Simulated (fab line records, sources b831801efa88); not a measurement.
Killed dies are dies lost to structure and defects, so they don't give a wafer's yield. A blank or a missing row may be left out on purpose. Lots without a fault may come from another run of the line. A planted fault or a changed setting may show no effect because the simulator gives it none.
A struck lot beside a sound one | flow sky130 | 35 steps out of a route of 708
Sound: wafers L359.1, L359.4, L359.6. Struck: wafers L351.2, L351.4, L351.5. The cause comes at the end.
At each step with rows: each side's tool, then ch and its chambers, then its first start. Under that, the readings that differ: sound wafers | struck wafers | difference of the means | sigmas: that difference in standard deviations of wafers without a fault.
alike: readings whose means differ by less than 2 such deviations, and words and numbers that are the same on both sides. not compared: withheld readings, readings that some wafer has no value for, bounds like >300 that may hide the same value, and numbers for which the record gives no deviation and whose values overlap.
The two part at a step that has a row with sigmas, a row that says differs or no value, or rows on one side only. Numbers that don't overlap but have no deviation are shown without sigmas and don't part them. A reading that every wafer of one side lacks parts them only if that side has two wafers or more.

first, 10 steps without rows for these wafers: SKY_GATE_OXIDE_COAT_05 (resist thk 1140 nm); SKY_GATE_OXIDE_SOFTBAKE_06 (time 60 s); SKY_GATE_OXIDE_EXPOSE_07 (exposes mask LVOM, target cd 600 nm); SKY_GATE_OXIDE_PEB_08; SKY_GATE_OXIDE_DEVELOP_09 (develop time 60 s); SKY_GATE_OXIDE_IMPLANT_11; SKY_GATE_OXIDE_WET_ETCH_12 (etches SiO2 in dHF, target depth 16.8 nm, time 336 s); SKY_GATE_OXIDE_STRIP_13 (strips in O2/N2); SKY_GATE_OXIDE_CLEAN_15 (cleans in SC1/SC2, time 150 s); SKY_GATE_OXIDE_OXIDATION_16 (stabilise 600 s, purge 300 s, target thk 3.57 nm).
SKY_POLY_GATE_CVD_00: deposits poly-Si, target thk 180 nm, time 720 s.
  sound on lpcvd-01 ch 0, day 21 22:46; struck on lpcvd-01 ch 0, day 19 03:51
  reading                                       | sound         | struck            | difference | sigmas
  model.poly-Si_of_POLY_GATE_CVD_00.thk_nm (nm) | 179 179.5 179 | 153.7 153.7 153.7 | -25.5      |
  alike: spike_tc_lower_C
SKY_POLY_GATE_THK_MEAS_01:
  sound on film_metro-04, day 21 23:58; struck on film_metro-03, day 19 05:19
  reading                   | sound             | struck            | difference | sigmas
  POLY_GATE_CVD_00_THK (nm) | 179.0 179.3 178.9 | 153.7 153.7 153.7 | -25.4      | -20
  not compared: hold
then, 8 steps without rows for these wafers: SKY_RES_PROTECT_HMDS_01 (prime time 60 s); SKY_RES_PROTECT_COAT_02 (resist thk 1140 nm); SKY_RES_PROTECT_SOFTBAKE_03 (time 60 s); SKY_RES_PROTECT_EXPOSE_04 (exposes mask RPM, target cd 1270 nm); SKY_RES_PROTECT_PEB_05; SKY_RES_PROTECT_DEVELOP_06 (develop time 60 s); SKY_POLY_GATE_IMPLANT_02; SKY_RES_PROTECT_STRIP_07 (strips in O2/N2).
SKY_RES_PROTECT_CLEAN_09: cleans in SC1/SC2, time 150 s.
  sound on wet_bench-03 ch 1, day 23 06:45; struck on wet_bench-03 ch 1, day 20 12:36
  reading                                       | sound             | struck            | difference | sigmas
  model.poly-Si_of_POLY_GATE_CVD_00.thk_nm (nm) | 178.4 178.8 178.3 | 153.1 153.1 153.1 | -25.4      |
then, 11 steps without rows for these wafers: SKY_POLY_GATE_CVD_03 (deposits Si3N4 from DCS/NH3, target thk 75 nm, time 1290 s); SKY_POLY_GATE_DEHYDRATE_05 (time 60 s); SKY_POLY_GATE_HMDS_06 (prime time 60 s); SKY_POLY_GATE_COAT_07 (resist thk 110 nm); SKY_POLY_GATE_COAT_08 (resist thk 450 nm); SKY_POLY_GATE_SOFTBAKE_09 (time 90 s); SKY_POLY_GATE_EXPOSE_10 (exposes mask P1M, target cd 150 nm); SKY_POLY_GATE_PEB_11; SKY_POLY_GATE_DEVELOP_12 (develop time 60 s); SKY_POLY_GATE_ETCH_15 (etches BARC in N2/H2, stops on SiO2, time 118.5 s, target depth 110 nm); SKY_POLY_GATE_ETCH_16 (etches Si3N4 in CH3F/O2, stops on poly-Si, time 147.5 s, target depth 75 nm).
SKY_POLY_GATE_ETCH_17: etches poly-Si in HBr/Cl2, stops on SiO2, target depth 180 nm, time 70.5 s.
  sound on rie_si-01 ch 1,2, day 24 15:26; struck on rie_si-02 ch 1,2,3, day 21 21:44
  reading                               | sound             | struck            | difference | sigmas
  oes_product_au (a.u.)                 | 0.990 0.980 0.989 | 0.887 0.893 0.888 | -0.097     | -14
  model.POLY_GATE.feature_depth_nm (nm) | 178.4 178.8 178.3 | 153.1 153.1 153.1 | -25.4      |
  model.etch.depth_nm (nm)              | 178.4 178.8 178.3 | 153.1 153.1 153.1 | -25.4      |
  alike: drypump_motor_current_A, rf_fwd_power_W, throttle_valve_pct
  not compared: rf_hours_counter_h
then, 1 step without rows for these wafers: SKY_POLY_GATE_STRIP_18 (strips in O2/N2).
-- the record jumps here: 28 days lie between the struck wafers' starts before and after (it left off in module POLY_GATE and takes up again in module PAD_OPEN, whose first step shown is number 708 of the route) --
SKY_PAD_OPEN_PROBE_99:
  sound on prober-02, day 51 00:47; struck on prober-01, day 49 21:22
  reading                              | sound             | struck            | difference | sigmas
  model.etest.res_xhigh_po.line_ohm_um | 5668 5826 5666    | 5472 5188 5403    | -366       |
  model.etest.res_xhigh_po.rs_ohm_sq   | 2001 2036 2015    | 1930 1800 1859    | -154       |
  model.etest.res_high_po.line_ohm_um  | 736.8 755.8 755.8 | 833.9 803.9 825.2 | +71.5      |
  model.etest.res_poly.line_ohm_um     | 509.1 513.5 506   | 578.4 589.2 574.7 | +71.2      |
  model.etest.res_high_po.rs_ohm_sq    | 259.3 260.3 259.9 | 291.7 279.9 288.6 | +26.9      |
  model.etest.cap_li_to_poly.c_af_um2  | 102.6 98.17 96.61 | 92.67 92.24 91.17 | -7.10      |
  model.etest.res_poly.rs_ohm_sq       | 48.23 48.18 48.6  | 54.69 53.39 54.32 | +5.80      |
  alike: killed_at_M0_to_M3, killed_at_M4_up, killed_at_contacts, killed_at_front_end, killed_at_other, killed_dies, killed_open, killed_short
  not compared: model.etest.licon_high_po.rc_ohm

WHERE THEY PART
First at SKY_POLY_GATE_THK_MEAS_01; last, within this record, at SKY_POLY_GATE_ETCH_17. Later steps at which nothing parts them and some readings are alike: SKY_PAD_OPEN_PROBE_99.

WHY: what the simulator had put in
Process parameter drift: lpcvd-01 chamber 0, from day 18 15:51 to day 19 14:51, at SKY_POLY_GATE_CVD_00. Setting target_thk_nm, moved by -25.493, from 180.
